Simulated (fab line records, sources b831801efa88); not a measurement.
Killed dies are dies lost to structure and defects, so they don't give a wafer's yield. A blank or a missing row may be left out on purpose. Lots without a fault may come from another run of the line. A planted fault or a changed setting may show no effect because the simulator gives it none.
fab line records | flow sky130
record lots=13 wafers=39 last_day=50
route steps=708 shown METAL3@566
lots that met no fault: from a run of the same line without faults
start_h: hours from the record's first day to the start of the lot's first wafer shown | wait_h: hours since the lot's step before | " the same as in the row above | L1.1+2: a row that stands for several wafers | - no value, or no start given | * or withheld: withheld | < > ~ a bound
route shown NAME@n: a module of which the file shows steps, and the number in the route of the first | usual: mean/standard deviation of fault-free wafers | same: alike in all rows | chamber/n: place in a boat | sites: the reading at each site | _std_site: their standard deviation | _edge_site: outer sites' mean less inner sites' | radius_mm: how far each site lies from the wafer's centre | mask NAME#n: copy n | behind: the tool/chamber that last shaped the wafer | hold: why the lot was held/for how many hours/how that ended | device: the transistor (n, p or np) that didn't switch | end of line: the same wafers' tests at the end of the route | a step without rows: its recipe alone | killed: dies lost to structure and defects at the first sort, not the wafer's yield | map: a wafer's dies, x killed, . not, _ none there
set.NAME: the setting as run; set.NAME@STEP: as run at that earlier step | model.NAME: the simulator's own value behind a step, which no gauge read
steps of the route over a sample of lots; a table a step, a row a wafer
services: from which hour (start_h, from the record's first day; less than 0 if before it) a tool's chamber was out of use, for how many hours, and why
## steps
# step SKY_METAL3_ETCH_16
# recipe chemistry=N2/H2 target=BARC ion_energy_ev=200 bias_w=100 pressure_mtorr=30 n2_flow_sccm=100 h2_flow_sccm=200 icp_w=500 stop_on=SiO2 time_s=88.2 target_depth_a=600
# usual drypump_motor_current_A=5.9/0.46 oes_product_au=0.625/0.0048 run_length_s=116.1/0.38 throttle_valve_pct=13.205/0.0091
# columns lot.wafer tool chamber start_h wait_h drypump_motor_current_A oes_product_au rf_hours_counter_h run_length_s throttle_valve_pct
L397.3 rie_metal-01 0 892.84 0.1 5.8 0.625 - 115.8 13.201
L397.4 " 0 " " 5.8 0.617 - 116.1 13.202
L397.5 " 0 " " 5.8 0.621 - 116.0 13.190
L398.1 rie_metal-03 0 893.39 0.0 6.4 0.624 14 116.1 13.209
L398.4 " 1 " " 5.4 0.626 - 116.3 13.208
L398.6 " 0 " " 6.4 0.638 - 116.1 13.224
L400.1 rie_metal-04 0 913.45 0.0 5.5 0.621 15 116.3 13.197
L400.5 " 0 " " 5.5 0.616 - 116.0 13.216
L400.6 " 1 " " 5.0 0.624 - 116.1 13.210
L405.2 rie_metal-01 0 947.34 0.0 5.8 0.630 14 116.5 13.217
L405.4 " 0 " " 5.8 0.619 - 115.9 13.198
L405.6 " 1 " " 6.4 0.622 - 115.5 13.198
L406.3 rie_metal-01 0 959.54 0.0 5.8 0.564 - 139.7 13.198
L406.5 " 1 " " 6.4 0.569 - 139.1 13.194
L406.6 " 0 " " 5.8 0.627 - 115.9 13.184
L407.2 rie_metal-03 0 967.31 0.0 6.4 0.623 2 116.4 13.202
L407.3 " 1 " " 5.4 0.629 - 116.4 13.214
L407.5 " 1 " " 5.4 0.624 - 116.2 13.211
L408.1 rie_metal-01 1 971.64 0.0 6.4 0.622 4 115.8 13.204
L408.3 " 1 " " 6.4 0.575 - 139.0 13.191
L408.6 " 1 " " 6.4 0.615 - 115.7 13.197
L414.1 rie_metal-04 0 1010.06 0.0 5.5 0.626 23 116.6 13.207
L414.5 " 0 " " 5.5 0.628 - 116.4 13.211
L414.6 " 1 " " 5.0 0.625 - 116.2 13.180
L417.2 rie_metal-03 1 1034.89 0.0 5.4 0.629 22 116.3 13.208
L417.4 " 0 " " 6.4 0.631 - 116.2 13.202
L417.6 " 0 " " 6.4 0.622 - 116.4 13.204
L416.1 rie_metal-01 0 1038.51 0.0 5.8 0.617 19 116.0 13.217
L416.4 " 1 " " 6.4 0.628 - 115.4 13.217
L416.5 " 1 " " 6.4 0.622 - 115.7 13.219
L418.1 rie_metal-03 0 1044.61 0.0 6.4 0.618 6 116.8 13.216
L418.3 " 1 " " 5.4 0.621 - 116.2 13.196
L418.5 " 0 " " 6.4 0.626 - 116.4 13.209
L419.1 rie_metal-01 1 1045.74 0.0 6.4 0.624 8 115.5 13.203
L419.3 " 1 " " 6.4 0.626 - 115.7 13.205
L419.6 " 0 " " 5.8 0.623 - 116.2 13.219
L420.2 rie_metal-01 1 1050.09 0.0 6.4 0.615 9 115.6 13.212
L420.3 " 0 " " 5.8 0.621 - 116.3 13.213
L420.5 " 1 " " 6.5 0.627 - 115.4 13.215
# step SKY_METAL3_ETCH_17
# recipe target=SiO2 stop_on=TiN chemistry=C4F8/O2/Ar source_w=1500 bias_w=1200 pressure_mtorr=40 c4f8_flow_sccm=withheld O2_flow_sccm=6 Ar_flow_sccm=300 time_s=3.9 target_depth_a=150
# usual oes_product_au=0.756/0.0075
# columns lot.wafer tool chamber start_h wait_h oes_product_au rf_hours_counter_h
L397.3 rie_diel-02 3 892.97 0.1 0.744 14
L397.4 " 0 " " 0.767 17
L397.5 " 0 " " 0.746 -
L398.1 rie_diel-04 1 893.49 0.1 0.744 2
L398.4 " 0 " " 0.744 10
L398.6 " 1 " " 0.765 -
L400.1 rie_diel-02 0 913.55 0.1 0.753 18
L400.5 " 0 " " 0.763 -
L400.6 " 1 " " 0.758 -
L405.2 rie_diel-04 0 947.44 0.1 0.764 11
L405.4 " 2 " " 0.768 5
L405.6 " 3 " " 0.758 -
L406.3 rie_diel-02 0 959.60 0.0 0.723 20
L406.5 " 2 " " 0.738 -
L406.6 " 3 " " 0.758 -
L407.2 rie_diel-03 0 967.41 0.1 0.737 26
L407.3 " 2 " " 0.750 11
L407.5 " 0 " " 0.746 -
L408.1 rie_diel-04 3 971.74 0.1 0.757 10
L408.3 " 2 " " 0.720 5
L408.6 " 2 " " 0.766 -
L414.1 rie_diel-02 1 1010.16 0.1 0.755 9
L414.5 " 1 " " 0.773 -
L414.6 " 2 " " 0.758 -
L417.2 rie_diel-03 3 1034.99 0.1 0.752 22
L417.4 " 2 " " 0.761 14
L417.6 " 0 " " 0.753 -
L416.1 rie_diel-03 3 1038.61 0.1 0.753 22
L416.4 " 0 " " 0.758 29
L416.5 " 2 " " 0.754 -
L418.1 rie_diel-02 1 1044.71 0.1 0.758 9
L418.3 " 2 " " 0.758 10
L418.5 " 3 " " 0.757 -
L419.1 rie_diel-02 3 1045.84 0.1 0.756 17
L419.3 " 0 " " 0.767 22
L419.6 " 1 " " 0.767 -
L420.2 rie_diel-03 0 1050.19 0.1 0.746 29
L420.3 " 3 " " 0.757 22
L420.5 " 2 " " 0.751 -
## services
# columns tool chamber start_h hours kind
rie_metal-01 1 871.63 - clean
rie_metal-01 1 871.63 21.8 scheduled_down
rie_metal-01 1 871.63 21.8 vent_cycle
rie_diel-03 0 875.14 11.4 repair
rie_diel-02 1 893.04 2.9 repair
rie_metal-01 - 906.76 0.6 repair
rie_metal-03 0 910.49 - clean
rie_metal-03 0 910.49 15.1 scheduled_down
rie_metal-03 0 910.49 15.1 vent_cycle
rie_metal-04 1 917.99 - clean
rie_metal-04 1 917.99 30.9 scheduled_down
rie_metal-04 1 917.99 30.9 vent_cycle
rie_diel-02 3 939.96 7.9 repair
rie_diel-02 - 952.82 0.4 repair
rie_metal-04 1 973.86 20.2 repair
rie_metal-01 - 995.90 0.2 repair
rie_diel-02 - 998.90 0.4 repair
rie_diel-04 - 1003.66 9.8 repair
rie_diel-02 3 1005.23 8.1 repair
rie_diel-02 0 1007.88 15.0 repair
rie_diel-02 - 1025.26 15.6 pm
rie_metal-04 1 1025.74 13.0 repair
rie_diel-04 2 1030.12 45.6 repair
rie_diel-02 0 1041.17 2.9 repair
## key
first_sign step=SKY_METAL3_ETCH_16 reading=run_length_s direction=up sigmas=61 usual=* struck=*
effect step=SKY_METAL3_ETCH_16 reading=oes_product_au direction=down sigmas=12 usual=0.625 struck=0.569
effect step=SKY_METAL3_ETCH_17 reading=oes_product_au direction=down sigmas=3.8 usual=0.756 struck=0.727
met_at SKY_METAL3_ETCH_16
struck_lots L406,L408
struck_wafers L406.3,L406.5,L408.3
onset_between 947.34 959.54
fault kind=process_parameter_drift tool=rie_metal-01 chamber=- onset_h=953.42 steps=SKY_METAL3_ETCH_16 channel=time_s offset=* shape=step end_h=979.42 scope=struck_wafers_only acts_in=* stated=*
